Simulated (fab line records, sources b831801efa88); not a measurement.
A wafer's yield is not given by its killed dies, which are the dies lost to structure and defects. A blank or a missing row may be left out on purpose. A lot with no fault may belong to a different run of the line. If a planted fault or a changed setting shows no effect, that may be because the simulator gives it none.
fab line records	flow sky130	part 1 of 2: steps 1 to 24 of 31
record lots=5	wafers=15	last_day=50
route steps=708 shown LDD_LDN@290 SPACER@304 POLY_CUT@307 SD_P@320
lots untouched by any fault: they come from a run of this same line in which no faults occurred
start_h: start of the lot's first displayed wafer, in hours after the record's first day	wait_h: hours since the lot's step before	" as in the row above	L1.1+2: several wafers, shown together as one row	- no value, or no start given	* or withheld: withheld	< > ~ a bound
route shown NAME@n: a module of which the file shows steps, and the number in the route of the first	usual: mean/standard deviation taken from wafers without a fault	same: alike in all rows	chamber/n: place in a boat	sites: readings site by site	_std_site: their standard deviation	_edge_site: the outer-site mean with the inner-site mean subtracted	radius_mm: how far each site lies from the wafer's centre	mask NAME#n: copy n	behind: the last tool/chamber to shape the wafer	hold: what put the lot on hold/how long, in hours/how the hold closed	device: names the non-switching transistor (n, p or np)	end of line: at the end of the route, the tests of the same wafers	a step given without rows: its recipe and nothing more	killed: count of dies lost to structure and defects at first sort (not the wafer's yield)	map: shows each die of a wafer: x if killed, . if not, _ if none is there
set.NAME: the setting the step ran with; set.NAME@STEP: the setting that earlier step ran with	model.NAME: the simulator's own value behind a step, which no gauge read
a table for each step, a row for each wafer; lots at some steps of the route
services: the hour from which a tool's chamber was out of use, counted from the record's first day as start_h (under 0 if before that day), plus the number of hours and why
## steps
# step SKY_LDD_LDN_HMDS_01
# recipe prime_time_s=60	prime_temp_c=120
# usual chill_plate_temp_C=23.00/0.12
lot.wafer	tool	chamber	start_h	wait_h	chill_plate_temp_C
L074.1	litho_track-03	0	509.57	0.1	22.94
L074.2	"	0	"	"	23.11
L074.3	"	0	"	"	23.02
L076.2	litho_track-03	0	522.69	0.1	22.98
L076.3	"	0	"	"	23.01
L076.6	"	0	"	"	22.99
L078.1	litho_track-03	0	543.67	0.1	23.29
L078.3	"	0	"	"	23.11
L078.5	"	0	"	"	22.98
L094.1	litho_track-03	0	681.77	0.1	22.87
L094.5	"	0	"	"	22.69
L094.6	"	0	"	"	22.89
L096.2	litho_track-04	0	695.58	0.1	23.05
L096.3	"	0	"	"	22.96
L096.5	"	0	"	"	23.07
# step SKY_LDD_LDN_COAT_02
# recipe resist=NOVOLAK	spin_rpm=3000	resist_thk_nm=1140
# usual chill_plate_temp_C=22.98/0.094
lot.wafer	tool	chamber	start_h	wait_h	chill_plate_temp_C
L074.1	litho_track-03	0	509.72	0.1	22.97
L074.2	"	0	"	"	23.06
L074.3	"	0	"	"	23.15
L076.2	litho_track-03	0	522.84	0.1	22.88
L076.3	"	0	"	"	22.93
L076.6	"	0	"	"	22.94
L078.1	litho_track-03	0	543.82	0.1	22.92
L078.3	"	0	"	"	22.94
L078.5	"	0	"	"	22.91
L094.1	litho_track-03	0	681.92	0.1	23.03
L094.5	"	0	"	"	23.10
L094.6	"	0	"	"	22.95
L096.2	litho_track-04	0	695.73	0.1	22.91
L096.3	"	0	"	"	22.90
L096.5	"	0	"	"	22.80
# step SKY_LDD_LDN_SOFTBAKE_03
# recipe temp_c=90	time_s=60	resist=NOVOLAK
# usual chill_plate_temp_C=22.99/0.11
lot.wafer	tool	chamber	start_h	wait_h	chill_plate_temp_C
L074.1	litho_track-03	0	509.87	0.1	23.08
L074.2	"	0	"	"	22.93
L074.3	"	0	"	"	22.97
L076.2	litho_track-03	0	522.99	0.1	22.89
L076.3	"	0	"	"	23.02
L076.6	"	0	"	"	22.94
L078.1	litho_track-03	0	543.97	0.1	22.82
L078.3	"	0	"	"	22.93
L078.5	"	0	"	"	22.96
L094.1	litho_track-03	0	682.07	0.1	23.04
L094.5	"	0	"	"	23.09
L094.6	"	0	"	"	22.95
L096.2	litho_track-04	0	695.88	0.1	23.17
L096.3	"	0	"	"	23.09
L096.5	"	0	"	"	23.13
# step SKY_LDD_LDN_EXPOSE_04
# recipe mask_id=LDNTM	na=0.6	source_shape=conventional	sigma_outer=0.6	polarization=unpolarized	target_cd_nm=700	dose_mj=140
# usual stage_vel_mm_s=500.04/0.24
lot.wafer	tool	chamber	start_h	wait_h	mask	stage_vel_mm_s
L074.1	iline_stepper-01	0	-	-	LDNTM#0	499.84
L074.2	"	0	"	"	LDNTM#0	499.85
L074.3	"	0	"	"	LDNTM#0	500.23
L076.2	iline_stepper-01	0	-	-	LDNTM#0	499.89
L076.3	"	0	"	"	LDNTM#0	500.03
L076.6	"	0	"	"	LDNTM#0	499.94
L078.1	iline_stepper-01	0	-	-	LDNTM#0	500.03
L078.3	"	0	"	"	LDNTM#0	499.83
L078.5	"	0	"	"	LDNTM#0	499.98
L094.1	iline_stepper-01	0	-	-	LDNTM#0	499.91
L094.5	"	0	"	"	LDNTM#0	499.75
L094.6	"	0	"	"	LDNTM#0	499.93
L096.2	iline_stepper-02	0	-	-	LDNTM#0	500.46
L096.3	"	0	"	"	LDNTM#0	500.57
L096.5	"	0	"	"	LDNTM#0	500.31
# step SKY_LDD_LDN_PEB_05
# recipe temp_c=withheld	time_s=*	resist=NOVOLAK
# usual chill_plate_temp_C=*
lot.wafer	tool	chamber	start_h	wait_h	chill_plate_temp_C
L074.1	litho_track-01	0	-	-	*
L074.2	"	0	"	"	*
L074.3	"	0	"	"	*
L076.2	litho_track-03	0	-	-	*
L076.3	"	0	"	"	*
L076.6	"	0	"	"	*
L078.1	litho_track-04	0	-	-	*
L078.3	"	0	"	"	*
L078.5	"	0	"	"	*
L094.1	litho_track-03	0	-	-	*
L094.5	"	0	"	"	*
L094.6	"	0	"	"	*
L096.2	litho_track-01	0	-	-	*
L096.3	"	0	"	"	*
L096.5	"	0	"	"	*
# step SKY_LDD_LDN_DEVELOP_06
# recipe resist=NOVOLAK	developer=TMAH	develop_time_s=60	dev_temp_c=23
# usual chill_plate_temp_C=23.00/0.1
lot.wafer	tool	chamber	start_h	wait_h	chill_plate_temp_C
L074.1	litho_track-01	0	525.03	0.1	23.16
L074.2	"	0	"	"	23.13
L074.3	"	0	"	"	23.17
L076.2	litho_track-03	0	538.24	0.1	23.09
L076.3	"	0	"	"	22.94
L076.6	"	0	"	"	22.99
L078.1	litho_track-04	0	558.75	0.1	22.88
L078.3	"	0	"	"	22.78
L078.5	"	0	"	"	22.90
L094.1	litho_track-03	0	695.67	0.1	23.06
L094.5	"	0	"	"	22.97
L094.6	"	0	"	"	22.96
L096.2	litho_track-01	0	709.86	0.1	23.04
L096.3	"	0	"	"	22.94
L096.5	"	0	"	"	22.99
# step SKY_LDD_LDN_OVL_MEAS_07
# usual LDD_LDN_OVL=0.1/1.7
lot.wafer	tool	chamber	start_h	wait_h	LDD_LDN_OVL[nm]
L074.1	overlay-01	-	525.18	0.1	-1.0
L074.2	"	-	"	"	2.8
L074.3	"	-	"	"	-0.4
L076.2	overlay-01	-	538.37	0.1	0.3
L076.3	"	-	"	"	-0.9
L076.6	"	-	"	"	0.7
L078.1	overlay-01	-	558.90	0.1	-2.7
L078.3	"	-	"	"	-2.6
L078.5	"	-	"	"	-3.6
L094.1	overlay-01	-	695.82	0.1	2.6
L094.5	"	-	"	"	2.3
L094.6	"	-	"	"	1.3
L096.2	overlay-01	-	709.99	0.1	2.0
L096.3	"	-	"	"	1.1
L096.5	"	-	"	"	-2.2
# step SKY_LDD_LDN_IMPLANT_08
# recipe species=As	energy_kev=15	dose_cm2=1.25e+13	tilt_deg=withheld	rotation_deg=23
# usual dose_ions_cm2=1.25e+13/1.3e+10
lot.wafer	tool	chamber	start_h	wait_h	dose_ions_cm2
L074.1	implanter-03	0	525.22	0.0	1.2498e+13
L074.2	"	0	"	"	1.2496e+13
L074.3	"	0	"	"	1.2499e+13
L076.2	implanter-04	0	538.43	0.0	1.2496e+13
L076.3	"	0	"	"	1.2477e+13
L076.6	"	0	"	"	1.2491e+13
L078.1	implanter-04	0	558.94	0.0	1.2522e+13
L078.3	"	0	"	"	1.2521e+13
L078.5	"	0	"	"	1.2518e+13
L094.1	implanter-04	0	695.85	0.0	1.2493e+13
L094.5	"	0	"	"	1.2498e+13
L094.6	"	0	"	"	1.249e+13
L096.2	implanter-03	0	710.04	0.0	1.251e+13
L096.3	"	0	"	"	1.2521e+13
L096.5	"	0	"	"	1.2516e+13
# step SKY_LDD_LDN_IMPLANT_09
# recipe species=As	energy_kev=15	dose_cm2=1.25e+13	tilt_deg=withheld	rotation_deg=113
# usual dose_ions_cm2=1.2497e+13/1.3e+10
lot.wafer	tool	chamber	start_h	wait_h	dose_ions_cm2
L074.1	implanter-03	0	525.37	0.1	1.2504e+13
L074.2	"	0	"	"	1.2491e+13
L074.3	"	0	"	"	1.2482e+13
L076.2	implanter-04	0	538.58	0.1	1.2483e+13
L076.3	"	0	"	"	1.2497e+13
L076.6	"	0	"	"	1.2493e+13
L078.1	implanter-04	0	559.09	0.1	1.2523e+13
L078.3	"	0	"	"	1.2514e+13
L078.5	"	0	"	"	1.253e+13
L094.1	implanter-04	0	696.00	0.1	1.2501e+13
L094.5	"	0	"	"	1.2489e+13
L094.6	"	0	"	"	1.2508e+13
L096.2	implanter-03	0	710.19	0.1	1.2508e+13
L096.3	"	0	"	"	1.2505e+13
L096.5	"	0	"	"	1.2512e+13
# step SKY_LDD_LDN_IMPLANT_10
# recipe species=As	energy_kev=15	dose_cm2=1.25e+13	tilt_deg=withheld	rotation_deg=203
# usual dose_ions_cm2=1.2501e+13/1.4e+10
lot.wafer	tool	chamber	start_h	wait_h	dose_ions_cm2
L074.1	implanter-03	0	525.52	0.1	1.2514e+13
L074.2	"	0	"	"	1.2506e+13
L074.3	"	0	"	"	1.2505e+13
L076.2	implanter-04	0	538.73	0.1	1.2512e+13
L076.3	"	0	"	"	1.2497e+13
L076.6	"	0	"	"	1.249e+13
L078.1	implanter-04	0	559.24	0.1	1.2487e+13
L078.3	"	0	"	"	1.2507e+13
L078.5	"	0	"	"	1.2496e+13
L094.1	implanter-04	0	696.15	0.1	1.251e+13
L094.5	"	0	"	"	1.2499e+13
L094.6	"	0	"	"	1.2496e+13
L096.2	implanter-03	0	710.34	0.1	1.2492e+13
L096.3	"	0	"	"	1.2516e+13
L096.5	"	0	"	"	1.249e+13
# step SKY_LDD_LDN_IMPLANT_11
# recipe species=As	energy_kev=15	dose_cm2=1.25e+13	tilt_deg=withheld	rotation_deg=293
# usual dose_ions_cm2=1.2504e+13/1.3e+10
lot.wafer	tool	chamber	start_h	wait_h	dose_ions_cm2
L074.1	implanter-03	0	525.67	0.1	1.2503e+13
L074.2	"	0	"	"	1.2492e+13
L074.3	"	0	"	"	1.2491e+13
L076.2	implanter-04	0	538.88	0.1	1.2502e+13
L076.3	"	0	"	"	1.2524e+13
L076.6	"	0	"	"	1.2498e+13
L078.1	implanter-04	0	559.39	0.1	1.2494e+13
L078.3	"	0	"	"	1.2527e+13
L078.5	"	0	"	"	1.2534e+13
L094.1	implanter-04	0	696.30	0.1	1.2498e+13
L094.5	"	0	"	"	1.2504e+13
L094.6	"	0	"	"	1.2492e+13
L096.2	implanter-03	0	710.49	0.1	1.2489e+13
L096.3	"	0	"	"	1.2507e+13
L096.5	"	0	"	"	1.2479e+13
# step SKY_LDD_LDN_STRIP_12
# recipe chemistry=O2/N2	power_w=1400	pressure_mtorr=1500	platen_temp_c=withheld	o2_flow_sccm=3000	n2_flow_sccm=300	overash_fraction=0.5
# usual drypump_motor_current_A=5.56/0.13	oes_product_au=0.715/0.0047	strip_time_to_endpoint_s=14.18/0.041
# same overash_fraction=0.5
lot.wafer	tool	chamber	start_h	wait_h	drypump_motor_current_A	oes_product_au	rf_hours_counter_h	strip_time_to_endpoint_s
L074.1	plasma_asher-01	1	525.82	0.1	5.49	0.710	85	14.19
L074.2	"	0	"	"	5.53	0.713	85	14.23
L074.3	"	1	"	"	5.53	0.714	-	14.19
L076.2	plasma_asher-01	1	539.00	0.1	5.52	0.715	87	14.18
L076.3	"	1	"	"	5.51	0.722	-	14.21
L076.6	"	0	"	"	5.56	0.711	-	14.16
L078.1	plasma_asher-04	0	559.54	0.1	5.84	0.714	47	14.22
L078.3	"	0	"	"	5.86	0.722	-	14.22
L078.5	"	1	"	"	5.33	0.719	-	14.19
L094.1	plasma_asher-01	0	696.45	0.1	5.60	0.722	103	14.17
L094.5	"	1	"	"	5.52	0.713	-	14.13
L094.6	"	0	"	"	5.58	0.709	-	14.17
L096.2	plasma_asher-01	1	710.62	0.1	5.54	0.721	105	14.21
L096.3	"	1	"	"	5.55	0.707	-	14.22
L096.5	"	0	"	"	5.55	0.724	-	14.20
# step SKY_LDD_LDN_TW_MEAS_13
# usual LDD_LDN_TW=1476/13
lot.wafer	tool	chamber	start_h	wait_h	LDD_LDN_TW
L074.1	film_metro-03	-	525.92	0.1	1474
L074.2	"	-	"	"	1475
L074.3	"	-	"	"	1467
L076.2	film_metro-02	-	539.11	0.1	1465
L076.3	"	-	"	"	1454
L076.6	"	-	"	"	1469
L078.1	film_metro-01	-	559.64	0.1	1483
L078.3	"	-	"	"	1483
L078.5	"	-	"	"	1486
L094.1	film_metro-02	-	696.55	0.1	1463
L094.5	"	-	"	"	1456
L094.6	"	-	"	"	1465
L096.2	film_metro-03	-	710.73	0.1	1478
L096.3	"	-	"	"	1486
L096.5	"	-	"	"	1477
# step SKY_LDD_LDN_CLEAN_14
# recipe chemistry=SC1/SC2	mix=1:4:20	temp_c=70	time_s=150	dry=n2_spin
# usual bath_heat_duty_pct=14.2/1.6
lot.wafer	tool	chamber	start_h	wait_h	bath_heat_duty_pct
L074.1	wet_bench-04	0	525.98	0.1	13.1
L074.2	"	0	"	"	12.5
L074.3	"	0	"	"	14.0
L076.2	wet_bench-04	1	539.16	0.0	12.1
L076.3	"	1	"	"	14.4
L076.6	"	1	"	"	14.2
L078.1	wet_bench-04	3	559.70	0.1	16.0
L078.3	"	3	"	"	16.1
L078.5	"	3	"	"	17.9
L094.1	wet_bench-01	3	696.61	0.1	17.6
L094.5	"	3	"	"	15.7
L094.6	"	3	"	"	14.9
L096.2	wet_bench-04	3	710.78	0.0	15.8
L096.3	"	3	"	"	17.1
L096.5	"	3	"	"	16.0
# step SKY_SPACER_CVD_00
# recipe material=Si3N4	precursor=DCS/NH3	target_thk_nm=43.1	temp_c=770	time_s=740	pressure_mtorr=250
# usual zone_power_top_pct=25.4/1.5
lot.wafer	tool	chamber	start_h	wait_h	zone_power_top_pct
L074.1	lpcvd-02	0	526.03	0.0	24.0
L074.2	"	0	"	"	24.2
L074.3	"	0	"	"	23.9
L076.2	lpcvd-02	1	539.22	0.0	27.2
L076.3	"	1	"	"	27.4
L076.6	"	1	"	"	27.4
L078.1	lpcvd-02	1	559.85	0.1	26.8
L078.3	"	1	"	"	27.3
L078.5	"	1	"	"	26.8
L094.1	lpcvd-02	1	697.87	1.2	26.9
L094.5	"	1	"	"	27.3
L094.6	"	1	"	"	27.5
L096.2	lpcvd-02	1	710.83	0.0	26.8
L096.3	"	1	"	"	26.9
L096.5	"	1	"	"	26.8
# step SKY_SPACER_THK_MEAS_01
# recipe reads=Si3N4_of_SPACER_CVD_00
# usual SPACER_CVD_00_THK=43.3/0.43
lot.wafer	tool	chamber	start_h	wait_h	SPACER_CVD_00_THK[nm]
L074.1	film_metro-04	-	527.24	0.0	42.8
L074.2	"	-	"	"	43.2
L074.3	"	-	"	"	43.3
L076.2	film_metro-03	-	540.43	0.0	43.2
L076.3	"	-	"	"	43.1
L076.6	"	-	"	"	43.0
L078.1	film_metro-02	-	561.06	0.0	42.6
L078.3	"	-	"	"	42.8
L078.5	"	-	"	"	43.0
L094.1	film_metro-03	-	699.08	0.0	43.3
L094.5	"	-	"	"	43.1
L094.6	"	-	"	"	42.9
L096.2	film_metro-04	-	712.04	0.0	43.4
L096.3	"	-	"	"	43.5
L096.5	"	-	"	"	43.5
# step SKY_SPACER_ETCHBACK_02
# recipe chemistry=CH3F/O2	target=Si3N4	stop_on=SiO2	source_w=400	bias_w=80	pressure_mtorr=25	ch3f_flow_sccm=40	O2_flow_sccm=30	time_s=46.7	target_depth_a=450
# usual bias_w=79.99/0.23	ch3f_flow_sccm=40.02/0.12	drypump_motor_current_A=5.7/0.46	oes_product_au=0.857/0.0064	throttle_valve_pct=10.563/0.0084
lot.wafer	tool	chamber	start_h	wait_h	bias_w	ch3f_flow_sccm	drypump_motor_current_A	oes_product_au	rf_hours_counter_h	throttle_valve_pct
L074.1	rie_diel-03	0	527.30	0.1	80.10	40.12	5.3	0.849	74	10.569
L074.2	"	1	"	"	80.03	39.96	6.4	0.866	5	10.575
L074.3	"	2	"	"	79.71	40.25	5.9	0.855	0	10.554
L076.2	rie_diel-01	3	540.48	0.0	79.93	39.95	6.2	0.858	75	10.562
L076.3	"	1	"	"	79.89	40.17	5.6	0.852	39	10.555
L076.6	"	3	"	"	80.11	40.05	6.2	0.846	-	10.557
L078.1	rie_diel-01	1	561.12	0.1	79.71	39.90	5.7	0.842	40	10.556
L078.3	"	3	"	"	80.22	40.00	6.3	0.855	75	10.565
L078.5	"	3	"	"	80.26	40.11	6.3	0.860	-	10.562
L094.1	rie_diel-03	3	699.14	0.1	80.25	40.01	5.2	0.862	1	10.544
L094.5	"	2	"	"	80.08	39.92	5.9	0.860	-	10.561
L094.6	"	3	"	"	80.00	39.91	5.2	0.853	-	10.559
L096.2	rie_diel-02	1	712.09	0.0	79.93	39.89	5.6	0.865	17	10.560
L096.3	"	2	"	"	79.67	40.24	6.5	0.861	40	10.554
L096.5	"	1	"	"	79.84	39.88	5.6	0.867	-	10.570
# step SKY_POLY_CUT_DEHYDRATE_00
# recipe temp_c=200	time_s=60
# usual chill_plate_temp_C=23.02/0.1
lot.wafer	tool	chamber	start_h	wait_h	chill_plate_temp_C
L074.1	litho_track-02	0	542.41	15.1	23.14
L074.2	"	0	"	"	22.89
L074.3	"	0	"	"	22.91
L076.2	litho_track-02	0	555.69	15.2	22.85
L076.3	"	0	"	"	23.02
L076.6	"	0	"	"	23.04
L078.1	litho_track-04	0	575.40	14.3	22.95
L078.3	"	0	"	"	23.00
L078.5	"	0	"	"	23.03
L094.1	litho_track-03	0	712.12	13.0	23.04
L094.5	"	0	"	"	22.96
L094.6	"	0	"	"	23.09
L096.2	litho_track-02	0	725.04	12.9	23.11
L096.3	"	0	"	"	23.23
L096.5	"	0	"	"	23.12
# step SKY_POLY_CUT_HMDS_01
# recipe prime_time_s=60	prime_temp_c=120
# usual chill_plate_temp_C=23.03/0.12
lot.wafer	tool	chamber	start_h	wait_h	chill_plate_temp_C
L074.1	litho_track-02	0	542.56	0.1	22.86
L074.2	"	0	"	"	23.02
L074.3	"	0	"	"	22.94
L076.2	litho_track-02	0	555.84	0.1	22.90
L076.3	"	0	"	"	22.97
L076.6	"	0	"	"	22.89
L078.1	litho_track-04	0	575.55	0.1	23.09
L078.3	"	0	"	"	22.93
L078.5	"	0	"	"	23.17
L094.1	litho_track-03	0	712.27	0.1	23.18
L094.5	"	0	"	"	22.97
L094.6	"	0	"	"	23.11
L096.2	litho_track-02	0	725.19	0.1	22.88
L096.3	"	0	"	"	22.83
L096.5	"	0	"	"	22.82
# step SKY_POLY_CUT_COAT_02
# recipe resist=BARC	temp_c=withheld	time_s=withheld	spin_rpm=3000	resist_thk_nm=60
# usual chill_plate_temp_C=*
lot.wafer	tool	chamber	start_h	wait_h	chill_plate_temp_C
L074.1	litho_track-02	0	542.71	0.1	*
L074.2	"	0	"	"	*
L074.3	"	0	"	"	*
L076.2	litho_track-02	0	555.99	0.1	*
L076.3	"	0	"	"	*
L076.6	"	0	"	"	*
L078.1	litho_track-04	0	575.70	0.1	*
L078.3	"	0	"	"	*
L078.5	"	0	"	"	*
L094.1	litho_track-03	0	712.42	0.1	*
L094.5	"	0	"	"	*
L094.6	"	0	"	"	*
L096.2	litho_track-02	0	725.34	0.1	*
L096.3	"	0	"	"	*
L096.5	"	0	"	"	*
# step SKY_POLY_CUT_COAT_03
# recipe resist=KrF-thick	spin_rpm=3000	resist_thk_nm=450
# usual chill_plate_temp_C=22.98/0.1
lot.wafer	tool	chamber	start_h	wait_h	chill_plate_temp_C
L074.1	litho_track-02	0	-	-	22.88
L074.2	"	0	"	"	22.88
L074.3	"	0	"	"	22.89
L076.2	litho_track-02	0	-	-	23.07
L076.3	"	0	"	"	23.09
L076.6	"	0	"	"	23.03
L078.1	litho_track-04	0	-	-	23.05
L078.3	"	0	"	"	22.80
L078.5	"	0	"	"	22.95
L094.1	litho_track-03	0	-	-	22.92
L094.5	"	0	"	"	22.86
L094.6	"	0	"	"	22.92
L096.2	litho_track-02	0	-	-	22.91
L096.3	"	0	"	"	22.97
L096.5	"	0	"	"	22.95
# step SKY_POLY_CUT_SOFTBAKE_04
# recipe temp_c=100	time_s=90	resist=KrF-thick
# usual chill_plate_temp_C=23.01/0.1
lot.wafer	tool	chamber	start_h	wait_h	chill_plate_temp_C
L074.1	litho_track-02	0	-	-	22.86
L074.2	"	0	"	"	22.92
L074.3	"	0	"	"	23.03
L076.2	litho_track-02	0	-	-	23.04
L076.3	"	0	"	"	23.05
L076.6	"	0	"	"	23.07
L078.1	litho_track-04	0	-	-	23.09
L078.3	"	0	"	"	23.02
L078.5	"	0	"	"	22.80
L094.1	litho_track-03	0	-	-	23.15
L094.5	"	0	"	"	23.04
L094.6	"	0	"	"	23.16
L096.2	litho_track-02	0	-	-	22.97
L096.3	"	0	"	"	23.10
L096.5	"	0	"	"	23.10
# step SKY_POLY_CUT_EXPOSE_05
# recipe mask_id=NPCM	na=0.8	source_shape=annular	sigma_inner=0.55	sigma_outer=0.85	target_cd_nm=270	dose_mj=32
# usual stage_vel_mm_s=499.99/0.25
lot.wafer	tool	chamber	start_h	wait_h	mask	stage_vel_mm_s
L074.1	krf_scanner-02	0	-	-	NPCM#0	500.05
L074.2	"	0	"	"	NPCM#0	499.94
L074.3	"	0	"	"	NPCM#0	500.11
L076.2	krf_scanner-01	0	-	-	NPCM#0	500.03
L076.3	"	0	"	"	NPCM#0	500.14
L076.6	"	0	"	"	NPCM#0	500.02
L078.1	krf_scanner-01	0	-	-	NPCM#0	499.87
L078.3	"	0	"	"	NPCM#0	499.52
L078.5	"	0	"	"	NPCM#0	499.82
L094.1	krf_scanner-02	0	-	-	NPCM#0	500.12
L094.5	"	0	"	"	NPCM#0	500.03
L094.6	"	0	"	"	NPCM#0	500.19
L096.2	krf_scanner-01	0	-	-	NPCM#0	500.12
L096.3	"	0	"	"	NPCM#0	499.90
L096.5	"	0	"	"	NPCM#0	499.59
# step SKY_POLY_CUT_PEB_06
# recipe peb_temp_c=withheld	peb_time_s=withheld	resist=KrF-thick
# usual chill_plate_temp_C=*
lot.wafer	tool	chamber	start_h	wait_h	chill_plate_temp_C
L074.1	litho_track-02	0	-	-	*
L074.2	"	0	"	"	*
L074.3	"	0	"	"	*
L076.2	litho_track-04	0	-	-	*
L076.3	"	0	"	"	*
L076.6	"	0	"	"	*
L078.1	litho_track-04	0	-	-	*
L078.3	"	0	"	"	*
L078.5	"	0	"	"	*
L094.1	litho_track-04	0	-	-	*
L094.5	"	0	"	"	*
L094.6	"	0	"	"	*
L096.2	litho_track-03	0	-	-	*
L096.3	"	0	"	"	*
L096.5	"	0	"	"	*
